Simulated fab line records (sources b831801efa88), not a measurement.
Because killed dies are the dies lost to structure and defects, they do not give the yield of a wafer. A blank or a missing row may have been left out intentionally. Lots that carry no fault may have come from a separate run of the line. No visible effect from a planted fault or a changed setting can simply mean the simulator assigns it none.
Which tool is to blame? ; flow sky130 ; Sampling: 7 lots, 21 wafers, 2 of 708 route steps

## WHAT EACH GAUGE READ, for each wafer
SKY_SD_N_RS_MEAS_16: a four-point-probe measurement.
lot;measured;on;SD_N_RS (ohm/sq)
L636;day 28 12:13;film-metro-02;68.62 68.65 68.50
L640;day 31 07:11;film-metro-03;68.71 68.60 68.55
L643;day 31 10:20;film-metro-01;68.46 68.58 68.55
L648;day 32 06:01;film-metro-02;68.59 68.66 68.77
L650;day 33 03:55;film-metro-03;58.96 59.13 58.97
L654;day 35 04:29;film-metro-01;68.81 68.57 68.61
L657;day 35 08:56;film-metro-03;68.70 68.71 68.58

## TOOL THAT RAN EACH LOT (tool first, then ch and the chambers of the sampled wafers, then the start)
lot;SKY_SD_N_RTA_14
L636;rtp-anneal-02 ch 0, day 28 12:02
L640;rtp-anneal-02 ch 0, day 31 07:01
L643;rtp-anneal-02 ch 0, day 31 10:10
L648;rtp-anneal-01 ch 0, day 32 05:49
L650;rtp-anneal-02 ch 0, day 33 03:43
L654;rtp-anneal-01 ch 0, day 35 04:19
L657;rtp-anneal-01 ch 0, day 35 08:46
- SKY_SD_N_RTA_14: time 2 s.

## THE ANSWER, worked out from the rows above alone
Rule: what is usual is taken from the lots themselves. The widest of any qualifying gaps counts: lots, ordered by their means at a reading, are off when they make up no more than a third of the lots, leave a main group of 4 or more, and stand apart from it by 3 or more times the standard deviation of that group's means. Not used: any main group whose means are identical at the precision the tables above print for the reading. A lot without any number at a reading at which 4 lots or more have one is off too. All remaining lots with rows at the step are treated as sound.
Off: at SKY_SD_N_RS_MEAS_16 (SD_N_RS), L650. Main group: mean 68.62 ohm/sq, sd 0.051.
A tool fits if, at a process step before that reading, it ran every lot that is off, and no sound lot after the first of them. Gauges at SKY_SD_N_RS_MEAS_16: tried the same way as those tools. One fits: SKY_SD_N_RTA_14 on rtp-anneal-02. A fault onset in the window from L643 (day 31 10:10, its last sound lot) to L650 (day 33 03:43, its first lot off) fits.

## WHAT THE SIMULATOR HAD PUT IN
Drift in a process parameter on rtp-anneal-02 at SKY_SD_N_RTA_14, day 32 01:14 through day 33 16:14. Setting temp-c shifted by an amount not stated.
Struck lots among those shown: L650. The rule given above showed the same thing.
